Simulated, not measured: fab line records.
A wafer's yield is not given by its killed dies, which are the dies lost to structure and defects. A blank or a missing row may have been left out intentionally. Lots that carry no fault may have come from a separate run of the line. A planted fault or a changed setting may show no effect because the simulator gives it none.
Commonality check across tools / flow gf180mcu / 12 lots and 36 wafers in the sample

REASON FOR OPENING
Of 12 lots, 2 have the reading HV_LDD_TW flagged at GF_HV_LDD_TW_MEAS_11. Fault-free wafers read 2397, with a standard deviation of 23.
Rule: a lot is flagged when every wafer of it that has a number lies more than 4 standard deviations from that mean, or none has a number. The other lots count as sound.

lot=L110; measured=day 9 20:35; on=film metro-04; HV_LDD_TW, wafer by wafer=2434 2415 2432; flag=
lot=L111; measured=day 10 07:43; on=film metro-01; HV_LDD_TW, wafer by wafer=2377 2373 2377; flag=
lot=L114; measured=day 11 06:40; on=film metro-03; HV_LDD_TW, wafer by wafer=2378 2383 2384; flag=
lot=L116; measured=day 11 17:36; on=film metro-03; HV_LDD_TW, wafer by wafer=2148 2162 2150; flag=FLAGGED
lot=L119; measured=day 12 17:02; on=film metro-03; HV_LDD_TW, wafer by wafer=2164 2171 2164; flag=FLAGGED
lot=L126; measured=day 15 07:17; on=film metro-03; HV_LDD_TW, wafer by wafer=2394 2399 2413; flag=
lot=L127; measured=day 15 20:11; on=film metro-01; HV_LDD_TW, wafer by wafer=2376 2379 2367; flag=
lot=L128; measured=day 15 23:28; on=film metro-01; HV_LDD_TW, wafer by wafer=2375 2373 2364; flag=
lot=L130; measured=day 16 09:38; on=film metro-01; HV_LDD_TW, wafer by wafer=2370 2383 2380; flag=
lot=L131; measured=day 16 14:16; on=film metro-01; HV_LDD_TW, wafer by wafer=2363 2367 2378; flag=
lot=L132; measured=day 16 22:18; on=film metro-01; HV_LDD_TW, wafer by wafer=2387 2378 2379; flag=
lot=L133; measured=day 17 06:42; on=film metro-03; HV_LDD_TW, wafer by wafer=2393 2380 2391; flag=
The numbers of the flagged lots are 2160 on average: -237 against the usual, or -10 standard deviations.

WHICH TOOL RAN EACH LOT
The record holds 1 process step before the reading, out of a route of 602 steps. Each cell gives the tool, then ch followed by the chambers the sampled wafers passed through, then the start.
lot=L110; flag=; GF_HV_LDD_IMPLANT_09=implanter-03 ch 0, day 9 20:21
lot=L111; flag=; GF_HV_LDD_IMPLANT_09=implanter-02 ch 0, day 10 07:29
lot=L114; flag=; GF_HV_LDD_IMPLANT_09=implanter-01 ch 0, day 11 06:27
lot=L116; flag=FLAGGED; GF_HV_LDD_IMPLANT_09=implanter-01 ch 0, day 11 17:23
lot=L119; flag=FLAGGED; GF_HV_LDD_IMPLANT_09=implanter-01 ch 0, day 12 16:45
lot=L126; flag=; GF_HV_LDD_IMPLANT_09=implanter-01 ch 0, day 15 07:03
lot=L127; flag=; GF_HV_LDD_IMPLANT_09=implanter-02 ch 0, day 15 19:57
lot=L128; flag=; GF_HV_LDD_IMPLANT_09=implanter-01 ch 0, day 15 23:13
lot=L130; flag=; GF_HV_LDD_IMPLANT_09=implanter-01 ch 0, day 16 09:24
lot=L131; flag=; GF_HV_LDD_IMPLANT_09=implanter-03 ch 0, day 16 14:01
lot=L132; flag=; GF_HV_LDD_IMPLANT_09=implanter-02 ch 0, day 16 22:06
lot=L133; flag=; GF_HV_LDD_IMPLANT_09=implanter-03 ch 0, day 17 06:27
These steps, and what they do:
- GF_HV_LDD_IMPLANT_09
- GF_HV_LDD_TW_MEAS_11

FLAGGED AGAINST TOTAL, ONE TOOL AT A TIME (gauges that did the reading follow at the end)
step=GF_HV_LDD_IMPLANT_09; tool=implanter-01; lots run=6; flagged=2; share of the flagged lots=all; sound lots run after its first flagged lot=3 (L126,L128,L130)
step=GF_HV_LDD_IMPLANT_09; tool=implanter-02; lots run=3; flagged=0; share of the flagged lots=none; sound lots run after its first flagged lot=-
step=GF_HV_LDD_IMPLANT_09; tool=implanter-03; lots run=3; flagged=0; share of the flagged lots=none; sound lots run after its first flagged lot=-
step=GF_HV_LDD_TW_MEAS_11; tool=film metro-01; lots run=6; flagged=0; share of the flagged lots=none; sound lots run after its first flagged lot=-
step=GF_HV_LDD_TW_MEAS_11; tool=film metro-03; lots run=5; flagged=2; share of the flagged lots=all; sound lots run after its first flagged lot=2 (L126,L133)
step=GF_HV_LDD_TW_MEAS_11; tool=film metro-04; lots run=1; flagged=0; share of the flagged lots=none; sound lots run after its first flagged lot=-

WHAT IS ALLOWED BY THE TABLE
2 rows of the table ran every flagged lot: implanter-01 at GF_HV_LDD_IMPLANT_09, film metro-03 at GF_HV_LDD_TW_MEAS_11.
- implanter-01 at GF_HV_LDD_IMPLANT_09: 2 of its 6 lots flagged. Lots that were sound ran on it after the first flagged one (L126, L128, L130); a persistent fault on the entire tool would not allow that. Its own readings (tilt deg) fall more than 4 standard deviations out on all wafers of the flagged lots.
- film metro-03 at GF_HV_LDD_TW_MEAS_11: 2 of its 5 lots flagged. Lots that were sound ran on it after the first flagged one (L126, L133); a persistent fault on the entire tool would not allow that.
None of the table's rows ran every flagged lot and, after the first, no sound lot.

WHAT WAS PUT IN BY THE SIMULATOR
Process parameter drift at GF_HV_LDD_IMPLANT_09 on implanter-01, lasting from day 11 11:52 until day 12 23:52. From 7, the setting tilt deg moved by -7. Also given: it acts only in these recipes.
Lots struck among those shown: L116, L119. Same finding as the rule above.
